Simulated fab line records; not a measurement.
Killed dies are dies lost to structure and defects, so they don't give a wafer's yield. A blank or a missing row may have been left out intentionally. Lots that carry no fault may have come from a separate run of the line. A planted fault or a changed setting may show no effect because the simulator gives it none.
fab line records    flow sky130
record: lots: 24  wafers: 72  lastDay: 50
route steps=708 shown POLY_CUT@315 LI_CONTACT@382 METAL1@438 METAL2@499 METAL3@535 CAPM@549
lots that met no fault: from a run of the same line without faults
startH: the number of hours between the record's first day and the start of the first shown wafer of the lot    waitH: time in hours since the lot's previous step    " same as the row above    L1.1+2: one row covering several wafers at once    - either no value or no given start    * or withheld: withheld    < > ~ a bound
route shown NAME@n: a module of which the file shows steps, and the number in the route of the first    usual: average and standard deviation across the fault-free wafers    same: alike in all rows    chamber/n: place in a boat    sites: each site's reading    _std_site: standard deviation of those values    _edge_site: mean of outer sites minus mean of inner sites    radiusMm: for every site, how far away it sits from the centre of the wafer    mask NAME#n: copy n    behind: the last tool/chamber to shape the wafer    hold: why the lot went on hold/how many hours it stayed there/how the hold came to an end    device: the n, p or np transistor that did not switch    end of line: tests run on the same wafers once the route is complete    for a step that has no rows: nothing shown but its recipe    killed: at the first sort, the dies lost to defects and structure; wafer yield is something else    map: a wafer's dies, x killed, . not, _ none there
set.NAME: the run value of the setting; set.NAME@STEP: its run value at that earlier step    model.NAME: the simulator's own value behind a step, which no gauge read
steps of the route over a sample of lots; a table a step, a row a wafer
services: the hour from which a tool's chamber was out of use, counted from the record's first day as startH (under 0 if before that day), plus the number of hours and why
== steps ==
step: SKY_POLY_CUT_CD_MEAS_08
recipe: targetCdNm: 270
usual: cdNm: 269.7/1.2
lot.wafer  tool      chamber  startH  waitH  cdNm
L074.1     cdSem-02  -        552.87  -      270.9
L074.4     "         -        "       "      271.2
L074.6     "         -        "       "      270.6
L075.3     cdSem-01  -        564.46  -      270.4
L075.5     "         -        "       "      271.1
L075.6     "         -        "       "      270.5
L076.1     cdSem-02  -        576.02  -      270.7
L076.2     "         -        "       "      269.3
L076.4     "         -        "       "      270.3
L077.1     cdSem-01  -        583.62  -      270.0
L077.4     "         -        "       "      270.1
L077.5     "         -        "       "      270.0
L078.1     cdSem-01  -        599.02  -      269.0
L078.2     "         -        "       "      268.0
L078.6     "         -        "       "      268.9
L079.1     cdSem-02  -        603.62  -      269.1
L079.3     "         -        "       "      267.7
L079.4     "         -        "       "      268.3
L080.1     cdSem-01  -        605.77  -      270.2
L080.5     "         -        "       "      269.8
L080.6     "         -        "       "      268.9
L081.1     cdSem-01  -        615.57  -      273.8
L081.3     "         -        "       "      270.9
L081.5     "         -        "       "      271.1
L082.1     cdSem-02  -        623.87  -      268.6
L082.4     "         -        "       "      270.0
L082.5     "         -        "       "      270.0
L083.1     cdSem-02  -        632.62  -      270.7
L083.3     "         -        "       "      270.4
L083.6     "         -        "       "      271.7
L084.2     cdSem-01  -        643.34  -      268.4
L084.3     "         -        "       "      269.4
L084.4     "         -        "       "      269.8
L085.1     cdSem-02  -        653.32  -      268.5
L085.2     "         -        "       "      269.8
L085.4     "         -        "       "      270.1
L086.2     cdSem-01  -        662.89  -      271.8
L086.3     "         -        "       "      271.6
L086.5     "         -        "       "      272.2
L087.1     cdSem-01  -        670.21  -      270.2
L087.2     "         -        "       "      268.3
L087.3     "         -        "       "      268.9
L088.1     cdSem-02  -        681.02  -      267.5
L088.3     "         -        "       "      267.9
L088.4     "         -        "       "      267.2
L089.2     cdSem-01  -        689.64  -      270.9
L089.4     "         -        "       "      270.7
L089.5     "         -        "       "      271.4
L090.4     cdSem-01  -        692.27  -      268.6
L090.5     "         -        "       "      269.2
L090.6     "         -        "       "      269.5
L091.4     cdSem-02  -        701.13  -      268.3
L091.5     "         -        "       "      269.2
L091.6     "         -        "       "      269.5
L092.1     cdSem-01  -        708.22  -      269.1
L092.5     "         -        "       "      268.6
L092.6     "         -        "       "      267.7
L093.1     cdSem-02  -        711.86  -      268.9
L093.5     "         -        "       "      269.9
L093.6     "         -        "       "      269.8
L094.1     cdSem-01  -        716.82  -      268.3
L094.2     "         -        "       "      268.3
L094.5     "         -        "       "      268.9
L095.2     cdSem-01  -        726.99  -      269.8
L095.3     "         -        "       "      269.8
L095.4     "         -        "       "      269.6
L096.3     cdSem-01  -        736.36  -      269.4
L096.4     "         -        "       "      269.7
L096.5     "         -        "       "      269.7
L097.2     cdSem-02  -        746.49  -      269.2
L097.3     "         -        "       "      271.7
L097.6     "         -        "       "      269.3
step: SKY_LI_CONTACT_SPUTTER_20
recipe: material: TiN  targetThkNm: 20  chamberPressurePa: 5  powerW: 4000  timeS: 80
usual: throttleValvePct: 30.1/1
lot.wafer  tool           chamber  startH  waitH  throttleValvePct
L074.1     pvdSputter-03  -        671.25  0.0    29.5
L074.4     "              -        "       "      29.8
L074.6     "              -        "       "      28.2
L075.3     pvdSputter-04  -        682.66  0.0    32.1
L075.5     "              -        "       "      30.7
L075.6     "              -        "       "      32.4
L076.1     pvdSputter-04  -        693.39  0.0    31.9
L076.2     "              -        "       "      30.4
L076.4     "              -        "       "      30.1
L077.1     pvdSputter-01  -        699.92  0.0    31.8
L077.4     "              -        "       "      29.8
L077.5     "              -        "       "      30.3
L078.1     pvdSputter-04  -        714.32  0.0    30.6
L078.2     "              -        "       "      32.1
L078.6     "              -        "       "      30.1
L079.1     pvdSputter-03  -        719.39  0.0    28.9
L079.3     "              -        "       "      29.5
L079.4     "              -        "       "      28.2
L080.1     pvdSputter-03  -        721.46  0.0    30.1
L080.5     "              -        "       "      29.9
L080.6     "              -        "       "      29.7
L081.1     pvdSputter-03  -        730.86  0.0    29.6
L081.3     "              -        "       "      28.3
L081.5     "              -        "       "      29.2
L082.1     pvdSputter-04  -        738.74  0.0    32.3
L082.4     "              -        "       "      30.8
L082.5     "              -        "       "      30.0
L083.1     pvdSputter-01  -        747.78  0.0    30.4
L083.3     "              -        "       "      29.9
L083.6     "              -        "       "      30.0
L084.2     pvdSputter-01  -        755.17  0.0    31.6
L084.3     "              -        "       "      29.9
L084.4     "              -        "       "      30.3
L085.1     pvdSputter-03  -        765.39  0.0    28.4
L085.2     "              -        "       "      29.6
L085.4     "              -        "       "      29.0
L086.2     pvdSputter-03  -        775.09  0.0    28.6
L086.3     "              -        "       "      29.9
L086.5     "              -        "       "      28.1
L087.1     pvdSputter-04  -        786.12  0.0    30.7
L087.2     "              -        "       "      30.0
L087.3     "              -        "       "      32.2
L088.1     pvdSputter-01  -        791.27  0.0    31.9
L088.3     "              -        "       "      30.3
L088.4     "              -        "       "      30.1
L089.2     pvdSputter-01  -        798.98  0.0    29.6
L089.4     "              -        "       "      30.3
L089.5     "              -        "       "      29.8
L090.4     pvdSputter-04  -        799.98  0.0    29.9
L090.5     "              -        "       "      30.0
L090.6     "              -        "       "      30.0
L091.4     pvdSputter-01  -        808.40  0.0    31.8
L091.5     "              -        "       "      31.5
L091.6     "              -        "       "      30.2
L092.1     pvdSputter-03  -        817.94  0.0    29.8
L092.5     "              -        "       "      29.4
L092.6     "              -        "       "      29.2
L093.1     pvdSputter-04  -        820.55  0.0    31.0
L093.5     "              -        "       "      30.8
L093.6     "              -        "       "      32.2
L094.1     pvdSputter-04  -        826.77  0.0    30.3
L094.2     "              -        "       "      30.0
L094.5     "              -        "       "      32.2
L095.2     pvdSputter-03  -        835.07  0.0    28.2
L095.3     "              -        "       "      29.7
L095.4     "              -        "       "      29.6
L096.3     pvdSputter-04  -        845.07  0.0    30.1
L096.4     "              -        "       "      30.1
L096.5     "              -        "       "      30.7
L097.2     pvdSputter-04  -        854.12  0.0    30.7
L097.3     "              -        "       "      30.0
L097.6     "              -        "       "      32.0
step: SKY_METAL1_SPUTTER_04
recipe: material: TiN  targetThkNm: 70  powerW: 6500  timeS: 58.3  chamberPressurePa: 0.4
usual: throttleValvePct: 30.4/0.95
lot.wafer  tool           chamber  startH  waitH  throttleValvePct
L074.1     pvdSputter-01  -        730.29  0.0    31.7
L074.4     "              -        "       "      30.3
L074.6     "              -        "       "      31.7
L075.3     pvdSputter-02  -        742.22  0.0    31.8
L075.5     "              -        "       "      29.5
L075.6     "              -        "       "      31.8
L076.1     pvdSputter-04  -        752.85  0.0    32.2
L076.2     "              -        "       "      30.1
L076.4     "              -        "       "      30.6
L077.1     pvdSputter-04  -        757.94  0.0    31.9
L077.4     "              -        "       "      30.0
L077.5     "              -        "       "      30.2
L078.1     pvdSputter-04  -        772.62  0.0    29.5
L078.2     "              -        "       "      30.4
L078.6     "              -        "       "      30.4
L079.1     pvdSputter-02  -        776.81  0.0    29.5
L079.3     "              -        "       "      29.4
L079.4     "              -        "       "      29.4
L080.1     pvdSputter-01  -        780.11  0.0    29.8
L080.5     "              -        "       "      30.3
L080.6     "              -        "       "      29.7
L081.1     pvdSputter-04  -        787.12  0.0    30.1
L081.3     "              -        "       "      30.6
L081.5     "              -        "       "      30.2
L082.1     pvdSputter-02  -        795.70  0.0    32.1
L082.4     "              -        "       "      29.3
L082.5     "              -        "       "      29.5
L083.1     pvdSputter-01  -        803.48  0.0    30.1
L083.3     "              -        "       "      30.1
L083.6     "              -        "       "      29.6
L084.2     pvdSputter-02  -        811.30  0.0    29.1
L084.3     "              -        "       "      32.0
L084.4     "              -        "       "      29.5
L085.1     pvdSputter-04  -        821.77  0.0    32.3
L085.2     "              -        "       "      30.7
L085.4     "              -        "       "      30.0
L086.2     pvdSputter-01  -        832.10  0.0    29.8
L086.3     "              -        "       "      30.4
L086.5     "              -        "       "      30.1
L087.1     pvdSputter-01  -        842.45  0.0    30.3
L087.2     "              -        "       "      29.6
L087.3     "              -        "       "      31.7
L088.1     pvdSputter-01  -        847.33  0.0    29.6
L088.3     "              -        "       "      31.7
L088.4     "              -        "       "      30.2
L089.2     pvdSputter-02  -        857.03  0.0    32.1
L089.4     "              -        "       "      29.4
L089.5     "              -        "       "      32.0
L090.4     pvdSputter-01  -        857.72  0.0    31.4
L090.5     "              -        "       "      29.9
L090.6     "              -        "       "      30.4
L091.4     pvdSputter-01  -        866.18  0.0    30.4
L091.5     "              -        "       "      31.7
L091.6     "              -        "       "      29.7
L092.1     pvdSputter-02  -        874.40  0.0    29.6
L092.5     "              -        "       "      29.4
L092.6     "              -        "       "      32.4
L093.1     pvdSputter-04  -        877.57  0.0    32.0
L093.5     "              -        "       "      30.6
L093.6     "              -        "       "      30.0
L094.1     pvdSputter-02  -        883.53  0.0    29.1
L094.2     "              -        "       "      31.8
L094.5     "              -        "       "      29.5
L095.2     pvdSputter-02  -        891.75  0.0    29.3
L095.3     "              -        "       "      32.0
L095.4     "              -        "       "      29.6
L096.3     pvdSputter-04  -        900.42  0.0    29.9
L096.4     "              -        "       "      30.1
L096.5     "              -        "       "      30.9
L097.2     pvdSputter-04  -        908.55  0.0    30.1
L097.3     "              -        "       "      32.1
L097.6     "              -        "       "      30.2
step: SKY_METAL2_OVL_MEAS_16
usual: METAL2_OVL: 1/5.9
lot.wafer  tool        chamber  startH  waitH  METAL2_OVL[nm]
L074.1     overlay-01  -        813.28  0.1    -2
L074.4     "           -        "       "      -3
L074.6     "           -        "       "      5
L075.3     overlay-02  -        824.72  0.1    -5
L075.5     "           -        "       "      -3
L075.6     "           -        "       "      -4
L076.1     overlay-02  -        834.18  0.1    -2
L076.2     "           -        "       "      -2
L076.4     "           -        "       "      -5
L077.1     overlay-02  -        840.60  0.1    2
L077.4     "           -        "       "      3
L077.5     "           -        "       "      2
L078.1     overlay-02  -        854.95  0.1    0
L078.2     "           -        "       "      1
L078.6     "           -        "       "      -2
L079.1     overlay-02  -        860.18  0.1    -2
L079.3     "           -        "       "      1
L079.4     "           -        "       "      -10
L080.1     overlay-01  -        862.21  0.1    0
L080.5     "           -        "       "      -3
L080.6     "           -        "       "      -3
L081.1     overlay-01  -        869.78  0.1    3
L081.3     "           -        "       "      11
L081.5     "           -        "       "      5
L082.1     overlay-02  -        876.24  0.1    6
L082.4     "           -        "       "      9
L082.5     "           -        "       "      0
L083.1     overlay-02  -        886.31  0.1    0
L083.3     "           -        "       "      -5
L083.6     "           -        "       "      -7
L084.2     overlay-01  -        893.76  0.1    3
L084.3     "           -        "       "      7
L084.4     "           -        "       "      3
L085.1     overlay-02  -        902.71  0.1    -2
L085.2     "           -        "       "      -3
L085.4     "           -        "       "      1
L086.2     overlay-02  -        914.16  0.1    9
L086.3     "           -        "       "      13
L086.5     "           -        "       "      9
L087.1     overlay-02  -        922.99  0.1    11
L087.2     "           -        "       "      15
L087.3     "           -        "       "      8
L088.1     overlay-01  -        926.58  0.1    -12
L088.3     "           -        "       "      -4
L088.4     "           -        "       "      -5
L089.2     overlay-01  -        936.39  0.1    6
L089.4     "           -        "       "      5
L089.5     "           -        "       "      1
L090.4     overlay-01  -        938.60  0.1    -1
L090.5     "           -        "       "      1
L090.6     "           -        "       "      -5
L091.4     overlay-02  -        945.20  0.1    -5
L091.5     "           -        "       "      -2
L091.6     "           -        "       "      1
L092.1     overlay-01  -        952.18  0.1    -5
L092.5     "           -        "       "      1
L092.6     "           -        "       "      -5
L093.1     overlay-02  -        954.54  0.1    -7
L093.5     "           -        "       "      -11
L093.6     "           -        "       "      -12
L094.1     overlay-01  -        960.61  0.1    12
L094.2     "           -        "       "      8
L094.5     "           -        "       "      6
L095.2     overlay-01  -        969.49  0.1    6
L095.3     "           -        "       "      1
L095.4     "           -        "       "      4
L096.3     overlay-02  -        976.75  0.1    1
L096.4     "           -        "       "      8
L096.5     "           -        "       "      5
L097.2     overlay-01  -        984.54  0.1    -3
L097.3     "           -        "       "      -3
L097.6     "           -        "       "      -7
step: SKY_METAL3_SPUTTER_03
recipe: material: Ti  targetThkNm: 5  powerW: 3000  timeS: 3.3  chamberPressurePa: 0.4
usual: throttleValvePct: 30.4/0.87
lot.wafer  tool           chamber  startH   waitH  throttleValvePct
L074.1     pvdSputter-02  -        842.79   0.0    29.3
L074.4     "              -        "        "      29.8
L074.6     "              -        "        "      29.4
L075.3     pvdSputter-01  -        855.96   0.0    29.7
L075.5     "              -        "        "      30.2
L075.6     "              -        "        "      31.7
L076.1     pvdSputter-01  -        864.09   0.0    29.6
L076.2     "              -        "        "      31.8
L076.4     "              -        "        "      30.5
L077.1     pvdSputter-04  -        870.37   0.0    30.2
L077.4     "              -        "        "      30.1
L077.5     "              -        "        "      29.9
L078.1     pvdSputter-02  -        884.42   0.0    29.7
L078.2     "              -        "        "      31.7
L078.6     "              -        "        "      29.4
L079.1     pvdSputter-04  -        889.10   0.0    32.0
L079.3     "              -        "        "      30.2
L079.4     "              -        "        "      30.5
L080.1     pvdSputter-04  -        891.13   0.0    30.7
L080.5     "              -        "        "      30.8
L080.6     "              -        "        "      30.3
L081.1     pvdSputter-02  -        898.59   0.0    29.8
L081.3     "              -        "        "      29.3
L081.5     "              -        "        "      29.5
L082.1     pvdSputter-02  -        905.52   0.0    29.7
L082.4     "              -        "        "      29.2
L082.5     "              -        "        "      29.2
L083.1     pvdSputter-04  -        920.27   5.2    30.7
L083.3     "              -        "        "      30.1
L083.6     "              -        "        "      31.0
L084.2     pvdSputter-04  -        922.35   0.0    32.0
L084.3     "              -        "        "      30.0
L084.4     "              -        "        "      29.9
L085.1     pvdSputter-02  -        930.30   0.0    29.5
L085.2     "              -        "        "      31.8
L085.4     "              -        "        "      29.9
L086.2     pvdSputter-01  -        942.38   0.0    30.3
L086.3     "              -        "        "      30.0
L086.5     "              -        "        "      29.8
L087.1     pvdSputter-01  -        950.55   0.0    30.0
L087.2     "              -        "        "      29.9
L087.3     "              -        "        "      30.5
L088.1     pvdSputter-01  -        954.88   0.0    30.1
L088.3     "              -        "        "      30.5
L088.4     "              -        "        "      29.8
L089.2     pvdSputter-04  -        963.77   0.0    29.9
L089.4     "              -        "        "      32.1
L089.5     "              -        "        "      30.0
L090.4     pvdSputter-02  -        965.93   0.0    29.4
L090.5     "              -        "        "      29.4
L090.6     "              -        "        "      31.8
L091.4     pvdSputter-04  -        972.60   0.0    30.1
L091.5     "              -        "        "      32.0
L091.6     "              -        "        "      30.8
L092.1     pvdSputter-01  -        977.83   0.0    31.7
L092.5     "              -        "        "      30.1
L092.6     "              -        "        "      30.4
L093.1     pvdSputter-01  -        982.20   0.0    31.9
L093.5     "              -        "        "      29.7
L093.6     "              -        "        "      31.7
L094.1     pvdSputter-01  -        988.05   0.0    31.7
L094.2     "              -        "        "      30.0
L094.5     "              -        "        "      30.4
L095.2     pvdSputter-04  -        996.65   0.0    32.1
L095.3     "              -        "        "      30.7
L095.4     "              -        "        "      30.2
L096.3     pvdSputter-01  -        1003.45  0.0    31.9
L096.4     "              -        "        "      30.1
L096.5     "              -        "        "      31.5
L097.2     pvdSputter-02  -        1011.30  0.0    29.2
L097.3     "              -        "        "      29.6
L097.6     "              -        "        "      29.6
step: SKY_CAPM_OVL_MEAS_12
usual: CAPM_OVL: -0.3/1.6
lot.wafer  tool        chamber  startH   waitH  CAPM_OVL[nm]
L074.1     overlay-01  -        869.17   0.1    -2.6
L074.4     "           -        "        "      -2.3
L074.6     "           -        "        "      -1.5
L075.3     overlay-01  -        882.03   0.1    -1.9
L075.5     "           -        "        "      -2.0
L075.6     "           -        "        "      -3.3
L076.1     overlay-02  -        889.74   0.1    2.3
L076.2     "           -        "        "      2.7
L076.4     "           -        "        "      1.1
L077.1     overlay-01  -        895.37   0.1    -2.4
L077.4     "           -        "        "      -0.9
L077.5     "           -        "        "      -2.4
L078.1     overlay-02  -        909.97   0.1    1.4
L078.2     "           -        "        "      0.8
L078.6     "           -        "        "      0.0
L079.1     overlay-02  -        914.34   0.1    -0.3
L079.3     "           -        "        "      0.4
L079.4     "           -        "        "      1.7
L080.1     overlay-02  -        916.49   0.1    2.3
L080.5     "           -        "        "      1.3
L080.6     "           -        "        "      1.3
L081.1     overlay-01  -        924.07   0.1    -1.8
L081.3     "           -        "        "      -1.9
L081.5     "           -        "        "      -2.0
L082.1     overlay-01  -        930.87   0.1    -1.6
L082.4     "           -        "        "      -1.0
L082.5     "           -        "        "      -1.4
L083.1     overlay-01  -        945.07   0.1    -1.7
L083.3     "           -        "        "      -1.6
L083.6     "           -        "        "      -1.3
L084.2     overlay-01  -        947.47   0.1    -0.7
L084.3     "           -        "        "      -1.0
L084.4     "           -        "        "      -1.5
L085.1     overlay-01  -        954.72   0.1    0.9
L085.2     "           -        "        "      -0.1
L085.4     "           -        "        "      -0.7
L086.2     overlay-02  -        965.83   0.1    0.4
L086.3     "           -        "        "      -2.5
L086.5     "           -        "        "      2.0
L087.1     overlay-01  -        973.97   0.1    -2.4
L087.2     "           -        "        "      -0.9
L087.3     "           -        "        "      -2.4
L088.1     overlay-01  -        977.89   0.1    0.2
L088.3     "           -        "        "      -2.6
L088.4     "           -        "        "      -2.6
L089.2     overlay-01  -        987.34   0.1    -1.3
L089.4     "           -        "        "      -1.3
L089.5     "           -        "        "      -1.2
L090.4     overlay-01  -        989.65   0.1    -1.1
L090.5     "           -        "        "      -0.2
L090.6     "           -        "        "      -1.0
L091.4     overlay-01  -        996.05   0.1    -1.3
L091.5     "           -        "        "      -2.1
L091.6     "           -        "        "      -1.6
L092.1     overlay-01  -        1001.77  0.1    1.9
L092.5     "           -        "        "      0.1
L092.6     "           -        "        "      -0.5
L093.1     overlay-02  -        1006.07  0.1    -0.8
L093.5     "           -        "        "      0.2
L093.6     "           -        "        "      -0.2
L094.1     overlay-01  -        1011.69  0.1    -1.8
L094.2     "           -        "        "      -1.0
L094.5     "           -        "        "      -1.4
L095.2     overlay-02  -        1020.74  0.1    2.6
L095.3     "           -        "        "      2.7
L095.4     "           -        "        "      3.0
L096.3     overlay-02  -        1026.80  0.1    1.4
L096.4     "           -        "        "      0.5
L096.5     "           -        "        "      0.8
L097.2     overlay-02  -        1034.58  0.1    0.9
L097.3     "           -        "        "      1.1
L097.6     "           -        "        "      1.5
== services ==
tool           chamber  startH  hours  kind
pvdSputter-02  1        654.58  -      consumableReplace:kit
pvdSputter-02  1        654.58  18.0   scheduledDown
pvdSputter-01  0        656.80  -      consumableReplace:kit
pvdSputter-01  0        656.80  18.0   scheduledDown
pvdSputter-01  0        656.80  18.0   ventCycle
pvdSputter-04  -        668.62  3.5    repair
pvdSputter-01  -        684.92  11.4   repair
pvdSputter-04  -        685.52  3.8    repair
pvdSputter-04  -        698.36  1.0    repair
pvdSputter-02  -        770.12  0.5    repair
pvdSputter-03  -        781.00  3.0    repair
pvdSputter-04  3        832.59  -      consumableReplace:kit
pvdSputter-04  3        832.59  18.0   scheduledDown
pvdSputter-04  3        832.59  18.0   ventCycle
pvdSputter-01  -        877.67  0.8    repair
pvdSputter-01  -        919.69  3.4    repair
pvdSputter-01  3        933.83  -      consumableReplace:kit
pvdSputter-01  3        933.83  18.0   scheduledDown
pvdSputter-01  3        933.83  18.0   ventCycle
pvdSputter-01  -        956.24  1.9    repair
pvdSputter-03  -        964.99  3.3    repair
pvdSputter-04  -        970.30  1.8    repair
pvdSputter-01  -        980.33  1.0    repair
pvdSputter-02  -        994.26  3.7    repair
== key ==
fault none
